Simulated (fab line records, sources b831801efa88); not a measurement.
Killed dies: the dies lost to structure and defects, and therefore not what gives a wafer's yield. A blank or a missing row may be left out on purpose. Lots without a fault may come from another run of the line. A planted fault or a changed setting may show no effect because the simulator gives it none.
fab line records	flow gf180mcu
record: lots: 11	wafers: 33	last-day: 33
route steps=602 shown MVSD@74 NWELL@137 DUAL_GATE@152 HV_LDD@233
lots that met no fault: from a run of the same line without faults
start-h: the number of hours between the record's first day and the start of the first shown wafer of the lot	wait-h: time in hours since the lot's previous step	" identical to the entry in the row above	L1.1+2: a single row standing in for several wafers	- value missing, or start not given	* or withheld: withheld	< > ~ a bound
route shown NAME@n: a module of which the file shows steps, and the number in the route of the first	usual: mean/standard deviation taken from wafers without a fault	same: alike in all rows	chamber/n: place in a boat	sites: the reading at each site	_std_site: standard deviation across them	_edge_site: mean of outer sites minus mean of inner sites	radius-mm: how far each site lies from the wafer's centre	mask NAME#n: copy n	behind: the last tool/chamber to shape the wafer	hold: what put the lot on hold/how long, in hours/how the hold closed	device: names the non-switching transistor (n, p or np)	end of line: the tests these same wafers got at the end of their route	where a step has no rows: the recipe by itself	killed: not the wafer's yield, but the dies lost to structure and defects at the first sort	map: shows each die of a wafer: x if killed, . if not, _ if none is there
set.NAME: the setting that was run; set.NAME@STEP: the one run at that earlier step	model.NAME: the simulator's own value behind a step, which no gauge read
one table for each step of the route and one row for each wafer, over a sample of lots
services: from which hour (start-h, from the record's first day; less than 0 if before it) a tool's chamber was out of use, for how many hours, and why
== steps ==
step: GF_MVSD_IMPLANT_08
recipe: species: P	energy-kev: 400	dose-cm2: 1.6e+13	tilt-deg: 0
usual: beam-energy-keV: 399.97/0.13
lot.wafer	tool	chamber	start-h	wait-h	beam-energy-keV
L672.1	implanter-04	0	86.44	0.0	400.04
L672.3	"	0	"	"	400.00
L672.5	"	0	"	"	400.13
L675.1	implanter-04	0	99.89	0.0	399.92
L675.5	"	0	"	"	399.91
L675.6	"	0	"	"	399.99
L677.1	implanter-04	0	114.78	0.0	400.05
L677.3	"	0	"	"	400.19
L677.4	"	0	"	"	400.09
L678.3	implanter-03	0	117.38	0.1	399.99
L678.4	"	0	"	"	399.89
L678.5	"	0	"	"	400.00
L679.1	implanter-04	0	124.09	0.0	400.00
L679.2	"	0	"	"	399.95
L679.6	"	0	"	"	400.08
L680.1	implanter-01	0	129.01	0.0	399.98
L680.2	"	0	"	"	400.05
L680.3	"	0	"	"	400.10
L684.2	implanter-04	0	150.59	0.0	399.96
L684.3	"	0	"	"	399.83
L684.5	"	0	"	"	399.70
L685.2	implanter-01	0	160.05	0.0	400.12
L685.5	"	0	"	"	400.04
L685.6	"	0	"	"	399.98
L687.4	implanter-04	0	168.60	0.1	312.17
L687.5	"	0	"	"	312.31
L687.6	"	0	"	"	312.31
L688.1	implanter-04	0	175.31	0.0	312.41
L688.2	"	0	"	"	312.47
L688.3	"	0	"	"	312.57
L690.3	implanter-04	0	185.06	0.1	312.10
L690.4	"	0	"	"	312.19
L690.6	"	0	"	"	312.22
step: GF_MVSD_STRIP_10
recipe: chemistry: O2/N2	power-w: 1400	pressure-mtorr: 1500	platen-temp-c: 250	o2-flow-sccm: 3000	n2-flow-sccm: 300	overash-fraction: 0.5
usual: drypump-motor-current-A: 5.77/0.29	heater-power-w: 341/49	oes-product-au: 0.722/0.0042	strip-time-to-endpoint-s: 36.95/0.11
lot.wafer	tool	chamber	start-h	wait-h	drypump-motor-current-A	heater-power-w	oes-product-au	rf-hours-counter-h	strip-time-to-endpoint-s
L672.1	plasma-asher-04	0	86.74	0.1	6.27	395	0.713	28	36.85
L672.3	"	1	"	"	5.47	294	0.724	-	36.98
L672.5	"	0	"	"	6.22	395	0.717	-	36.91
L675.1	plasma-asher-04	1	100.19	0.1	5.48	291	0.725	30	36.78
L675.5	"	1	"	"	5.48	290	0.722	-	36.75
L675.6	"	0	"	"	6.15	396	0.717	-	36.81
L677.1	plasma-asher-02	0	115.08	0.1	5.82	413	0.711	47	36.67
L677.3	"	1	"	"	5.74	332	0.716	-	36.78
L677.4	"	0	"	"	5.84	410	0.726	-	36.71
L678.3	plasma-asher-04	1	117.66	0.1	5.45	296	0.716	-	37.16
L678.4	"	0	"	"	6.23	396	0.726	-	36.95
L678.5	"	1	"	"	5.47	292	0.723	-	37.13
L679.1	plasma-asher-02	1	124.39	0.1	5.79	329	0.724	49	36.87
L679.2	"	0	"	"	5.84	409	0.726	49	36.78
L679.6	"	1	"	"	5.77	320	0.722	-	36.81
L680.1	plasma-asher-02	1	129.31	0.1	5.76	327	0.726	49	37.18
L680.2	"	0	"	"	5.85	406	0.727	49	37.20
L680.3	"	1	"	"	5.75	332	0.723	-	37.16
L684.2	plasma-asher-02	1	150.86	0.1	5.75	327	0.716	51	36.86
L684.3	"	0	"	"	5.82	416	0.720	-	36.93
L684.5	"	0	"	"	5.83	419	0.721	-	36.91
L685.2	plasma-asher-04	1	160.33	0.1	5.47	300	0.710	36	37.17
L685.5	"	1	"	"	5.46	294	0.724	-	37.07
L685.6	"	0	"	"	6.28	399	0.721	-	36.98
L687.4	plasma-asher-03	1	168.86	0.1	5.65	285	0.723	-	36.98
L687.5	"	0	"	"	5.54	326	0.719	-	37.01
L687.6	"	1	"	"	5.62	282	0.719	-	36.97
L688.1	plasma-asher-04	1	175.91	0.2	5.49	294	0.717	37	37.03
L688.2	"	0	"	"	6.21	391	0.728	37	37.03
L688.3	"	0	"	"	6.24	387	0.722	-	36.91
L690.3	plasma-asher-03	0	185.35	0.1	5.52	319	0.725	-	36.93
L690.4	"	1	"	"	5.65	289	0.716	-	36.93
L690.6	"	0	"	"	5.53	329	0.719	-	36.96
step: GF_MVSD_TW_MEAS_11
usual: MVSD_TW: 1578/15
lot.wafer	tool	chamber	start-h	wait-h	hold	MVSD_TW
L672.1	film-metro-04	-	86.84	0.1	-	1589
L672.3	"	-	"	"	-	1583
L672.5	"	-	"	"	-	1586
L675.1	film-metro-03	-	100.29	0.1	-	1593
L675.5	"	-	"	"	-	1584
L675.6	"	-	"	"	-	1589
L677.1	film-metro-04	-	115.18	0.1	-	1587
L677.3	"	-	"	"	-	1571
L677.4	"	-	"	"	-	1582
L678.3	film-metro-01	-	117.75	0.1	-	1550
L678.4	"	-	"	"	-	1543
L678.5	"	-	"	"	-	1550
L679.1	film-metro-03	-	124.49	0.1	-	1598
L679.2	"	-	"	"	-	1588
L679.6	"	-	"	"	-	1596
L680.1	film-metro-01	-	129.41	0.1	-	1554
L680.2	"	-	"	"	-	1554
L680.3	"	-	"	"	-	1561
L684.2	film-metro-01	-	150.97	0.1	-	1554
L684.3	"	-	"	"	-	1557
L684.5	"	-	"	"	-	1555
L685.2	film-metro-04	-	160.44	0.1	-	1587
L685.5	"	-	"	"	-	1588
L685.6	"	-	"	"	-	1584
L687.4	film-metro-04	-	168.96	0.1	-	1551
L687.5	"	-	"	"	-	1543
L687.6	"	-	"	"	-	1545
L688.1	film-metro-03	-	176.01	0.1	-	1530
L688.2	"	-	"	"	-	1545
L688.3	"	-	"	"	-	1546
L690.3	film-metro-01	-	185.43	0.1	await-dispo/0.2h/release	1519
L690.4	"	-	"	"	await-dispo/0.2h/release	1520
L690.6	"	-	"	"	await-dispo/0.2h/release	1520
L690.3	film-metro-01	-	185.66	0.2	-	1527
L690.4	"	-	"	"	-	1519
L690.6	"	-	"	"	-	1521
step: GF_VT_IMPLANT_RS_MEAS_46
recipe: thk-meas-gauge: four-point-probe
usual: MVSD_RS: 457.0/1
lot.wafer	tool	chamber	start-h	wait-h	hold	MVSD_RS[ohm/sq]
L672.1	film-metro-03	-	162.85	0.2	-	457.7
L672.3	"	-	"	"	-	456.9
L672.5	"	-	"	"	-	457.8
L675.1	film-metro-03	-	177.80	0.1	-	456.5
L675.5	"	-	"	"	-	457.3
L675.6	"	-	"	"	-	458.0
L677.1	film-metro-01	-	195.16	0.1	-	456.1
L677.3	"	-	"	"	-	456.7
L677.4	"	-	"	"	-	456.1
L678.3	film-metro-03	-	196.78	0.1	-	457.6
L678.4	"	-	"	"	-	458.0
L678.5	"	-	"	"	-	458.7
L679.1	film-metro-03	-	204.90	0.1	-	456.8
L679.2	"	-	"	"	-	457.2
L679.6	"	-	"	"	-	456.7
L680.1	film-metro-01	-	210.96	0.1	-	456.0
L680.2	"	-	"	"	-	455.3
L680.3	"	-	"	"	-	454.8
L684.2	film-metro-03	-	236.11	0.1	-	456.8
L684.3	"	-	"	"	-	456.7
L684.5	"	-	"	"	-	457.5
L685.2	film-metro-01	-	246.86	0.1	-	455.4
L685.5	"	-	"	"	-	455.6
L685.6	"	-	"	"	-	456.1
L687.4	film-metro-04	-	256.85	0.1	await-dispo/0.2h/release	480.5
L687.5	"	-	"	"	await-dispo/0.2h/release	481.8
L687.6	"	-	"	"	await-dispo/0.2h/release	480.4
L687.4	film-metro-04	-	257.21	0.3	-	479.7
L687.5	"	-	"	"	-	481.7
L687.6	"	-	"	"	-	480.5
L688.1	film-metro-03	-	263.98	0.1	await-dispo/0.2h/release	479.7
L688.2	"	-	"	"	await-dispo/0.2h/release	480.9
L688.3	"	-	"	"	await-dispo/0.2h/release	479.9
L688.1	film-metro-03	-	264.34	0.3	-	480.2
L688.2	"	-	"	"	-	480.3
L688.3	"	-	"	"	-	479.0
L690.3	film-metro-03	-	276.77	0.1	await-dispo/0.2h/release	479.5
L690.4	"	-	"	"	await-dispo/0.2h/release	480.1
L690.6	"	-	"	"	await-dispo/0.2h/release	480.0
L690.3	film-metro-03	-	277.13	0.3	-	479.3
L690.4	"	-	"	"	-	479.0
L690.6	"	-	"	"	-	479.5
step: GF_VT_IMPLANT_RS_MEAS_47
recipe: thk-meas-gauge: four-point-probe
usual: NWELL_RS: 487.8/1.3
lot.wafer	tool	chamber	start-h	wait-h	hold	NWELL_RS[ohm/sq]
L672.1	film-metro-03	-	162.97	0.1	-	487.2
L672.3	"	-	"	"	-	487.0
L672.5	"	-	"	"	-	487.3
L675.1	film-metro-03	-	177.92	0.1	-	488.5
L675.5	"	-	"	"	-	488.1
L675.6	"	-	"	"	-	488.0
L677.1	film-metro-01	-	195.28	0.1	-	487.4
L677.3	"	-	"	"	-	487.2
L677.4	"	-	"	"	-	487.2
L678.3	film-metro-03	-	196.90	0.1	-	488.8
L678.4	"	-	"	"	-	488.5
L678.5	"	-	"	"	-	486.1
L679.1	film-metro-03	-	205.02	0.1	-	486.3
L679.2	"	-	"	"	-	487.6
L679.6	"	-	"	"	-	487.7
L680.1	film-metro-01	-	211.08	0.1	-	486.7
L680.2	"	-	"	"	-	487.3
L680.3	"	-	"	"	-	485.8
L684.2	film-metro-03	-	236.23	0.1	-	488.0
L684.3	"	-	"	"	-	486.6
L684.5	"	-	"	"	-	488.6
L685.2	film-metro-01	-	246.98	0.1	-	486.7
L685.5	"	-	"	"	-	485.6
L685.6	"	-	"	"	-	486.6
L687.4	film-metro-04	-	266.14	8.9	await-dispo/8.8h/release	491.0
L687.5	"	-	"	"	await-dispo/8.8h/release	491.9
L687.6	"	-	"	"	await-dispo/8.8h/release	489.6
L688.1	film-metro-03	-	266.47	2.1	await-dispo/2.0h/release	486.6
L688.2	"	-	"	"	await-dispo/2.0h/release	486.7
L688.3	"	-	"	"	await-dispo/2.0h/release	486.9
L690.3	film-metro-03	-	279.92	2.8	await-dispo/2.6h/release	487.5
L690.4	"	-	"	"	await-dispo/2.6h/release	486.9
L690.6	"	-	"	"	await-dispo/2.6h/release	486.8
step: GF_DUAL_GATE_OVL_MEAS_11
usual: DUAL_GATE_OVL: 0.5/1.3
lot.wafer	tool	chamber	start-h	wait-h	DUAL_GATE_OVL[nm]
L672.1	overlay-02	-	180.75	0.1	-0.5
L672.3	"	-	"	"	-1.4
L672.5	"	-	"	"	-1.1
L675.1	overlay-02	-	199.01	0.1	0.0
L675.5	"	-	"	"	-0.5
L675.6	"	-	"	"	-1.8
L677.1	overlay-01	-	213.18	0.1	0.5
L677.3	"	-	"	"	1.1
L677.4	"	-	"	"	0.5
L678.3	overlay-02	-	217.32	0.1	-0.1
L678.4	"	-	"	"	-0.4
L678.5	"	-	"	"	1.7
L679.1	overlay-01	-	225.43	0.1	0.5
L679.2	"	-	"	"	0.1
L679.6	"	-	"	"	-0.8
L680.1	overlay-02	-	230.76	0.1	0.1
L680.2	"	-	"	"	0.7
L680.3	"	-	"	"	1.1
L684.2	overlay-02	-	257.68	0.1	1.1
L684.3	"	-	"	"	-3.2
L684.5	"	-	"	"	-0.8
L685.2	overlay-01	-	268.13	0.1	-0.5
L685.5	"	-	"	"	-1.1
L685.6	"	-	"	"	1.0
L687.4	overlay-01	-	278.12	0.1	4.3
L687.5	"	-	"	"	2.0
L687.6	"	-	"	"	2.3
L688.1	overlay-02	-	285.15	0.1	1.4
L688.2	"	-	"	"	0.7
L688.3	"	-	"	"	0.7
L690.3	overlay-02	-	298.79	0.1	-1.5
L690.4	"	-	"	"	0.2
L690.6	"	-	"	"	-0.1
step: GF_HV_LDD_THK_MEAS_57
recipe: reads: Si3N4_of_HV_LDD_CVD_56
usual: HV_LDD_CVD_56_THK: 89.5/0.76
lot.wafer	tool	chamber	start-h	wait-h	HV_LDD_CVD_56_THK[nm]
L672.1	film-metro-04	-	284.56	0.0	90.8
L672.3	"	-	"	"	90.2
L672.5	"	-	"	"	90.5
L675.1	film-metro-01	-	302.61	0.0	89.4
L675.5	"	-	"	"	89.3
L675.6	"	-	"	"	88.9
L677.1	film-metro-03	-	319.33	0.0	90.6
L677.3	"	-	"	"	90.4
L677.4	"	-	"	"	91.1
L678.3	film-metro-04	-	323.48	0.0	90.7
L678.4	"	-	"	"	90.1
L678.5	"	-	"	"	89.4
L679.1	film-metro-03	-	334.25	0.0	90.3
L679.2	"	-	"	"	88.7
L679.6	"	-	"	"	89.0
L680.1	film-metro-04	-	340.66	0.0	90.0
L680.2	"	-	"	"	90.7
L680.3	"	-	"	"	90.6
L684.2	film-metro-03	-	369.12	0.0	89.4
L684.3	"	-	"	"	89.1
L684.5	"	-	"	"	89.3
L685.2	film-metro-04	-	386.24	0.0	89.0
L685.5	"	-	"	"	89.3
L685.6	"	-	"	"	88.3
L687.4	film-metro-03	-	397.63	0.0	89.9
L687.5	"	-	"	"	89.3
L687.6	"	-	"	"	89.6
L688.1	film-metro-01	-	402.19	0.0	89.8
L688.2	"	-	"	"	89.8
L688.3	"	-	"	"	89.4
L690.3	film-metro-03	-	420.70	0.0	88.7
L690.4	"	-	"	"	89.8
L690.6	"	-	"	"	89.7
== services ==
tool	chamber	start-h	hours	kind
implanter-04	-	82.58	3.2	pm
implanter-04	-	154.05	4.4	pm
== key ==
first-sign: step: GF_MVSD_IMPLANT_08	reading: beam-energy-keV	direction: down	sigmas: 99+	usual: 399.97	struck: 312.31
effect: step: GF_MVSD_TW_MEAS_11	reading: MVSD_TW	direction: down	sigmas: 2.8	usual: 1578	struck: 1536
effect: step: GF_VT_IMPLANT_RS_MEAS_46	reading: MVSD_RS	direction: up	sigmas: 22	usual: 457.0	struck: 480.3
met-at GF_MVSD_IMPLANT_08
struck-lots L687,L688,L690
tester-left-out L687,L688,L690
not-acting-at GF_MVSD_STRIP_10,GF_DUAL_GATE_OVL_MEAS_11,GF_HV_LDD_THK_MEAS_57
onset-between 150.59 168.60
fault: kind: process-parameter-drift	tool: implanter-04	chamber: -	onset-h: 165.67	steps: GF_MVSD_IMPLANT_08	channel: energy-kev	offset: -87.609	shape: step	end-h: 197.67	acts-in: these-recipes-only	stated: 400
tester-left-out: of these lots the tester's yield and bins aren't shown, on N5 and GAA mostly nor the transistor test; their killed dies are dies lost to structure and defects alone, not to doping, threshold or leakage, so they don't give the yield
